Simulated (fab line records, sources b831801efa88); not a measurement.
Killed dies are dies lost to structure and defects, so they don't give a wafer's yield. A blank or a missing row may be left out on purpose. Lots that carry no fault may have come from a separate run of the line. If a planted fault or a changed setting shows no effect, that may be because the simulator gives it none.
Matching of chambers	flow sky130	SKY_POLY_GATE_ETCH_17 on rie-si-02: 4 sister chambers
The step etches poly-Si in HBr/Cl2, stops on SiO2, target depth 180 nm, time 70.5 s. 8 wafers are shown with their chamber, then 9 later ones without.

WAFERS WITH THEIR CHAMBER
wafer	chamber	oes-product-au (a.u.)	HBr_flow_sccm (sccm)
L390.6	2	0.989	150.8
L392.5	2	1.003	150.3
L394.2	0	0.989	150.3
L394.3	3	0.984	150.4
L394.4	1	0.979	150.5
L395.2	3	0.992	149.6
L395.3	0	0.990	150.3
L395.5	1	0.981	149.6

WAFERS WITH NO CHAMBER GIVEN
wafer	oes-product-au (a.u.)	HBr_flow_sccm (sccm)
L398.1	0.979	149.7
L398.4	0.980	149.6
L398.6	0.983	150.2
L406.2	0.984	149.2
L406.3	0.996	149.1
L406.5	0.989	149.4
L408.1	0.977	150.3
L408.4	0.986	149.4
L408.5	0.985	150.6

WHICH CHAMBER EACH ONE RAN IN
wafer	from the rows above	in truth
L398.1	can't be placed: 1 or 3 or 0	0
L398.4	can't be placed: 1 or 3 or 0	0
L398.6	can't be placed: 1 or 3 or 0 or 2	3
L406.2	can't be placed: 3 or 1 or 0 or 2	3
L406.3	can't be placed: 3 or 0 or 2 or 1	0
L406.5	can't be placed: 3 or 0 or 1 or 2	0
L408.1	can't be placed: 1 or 3 or 0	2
L408.4	can't be placed: 3 or 1 or 0 or 2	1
L408.5	can't be placed: 0 or 3 or 1 or 2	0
Correctly placed: 0 of 9. These rows do not allow placing 9 (true chamber among the candidates in 8). Placed wrongly: 0.
How it was worked out, from the rows above alone: a wafer's distance from a chamber is the root of the sum, over the readings, of the square of ((its reading less the chamber's mean) divided by the reading's scatter). The wafer belongs to the nearest chamber; if the next one is less than 2 further off, it can't be placed. A chamber's mean is the mean of its shown wafers. The scatter: the root of (the sum of the squares of (reading less its chamber's mean) over the shown wafers, divided by (wafers less chambers)).
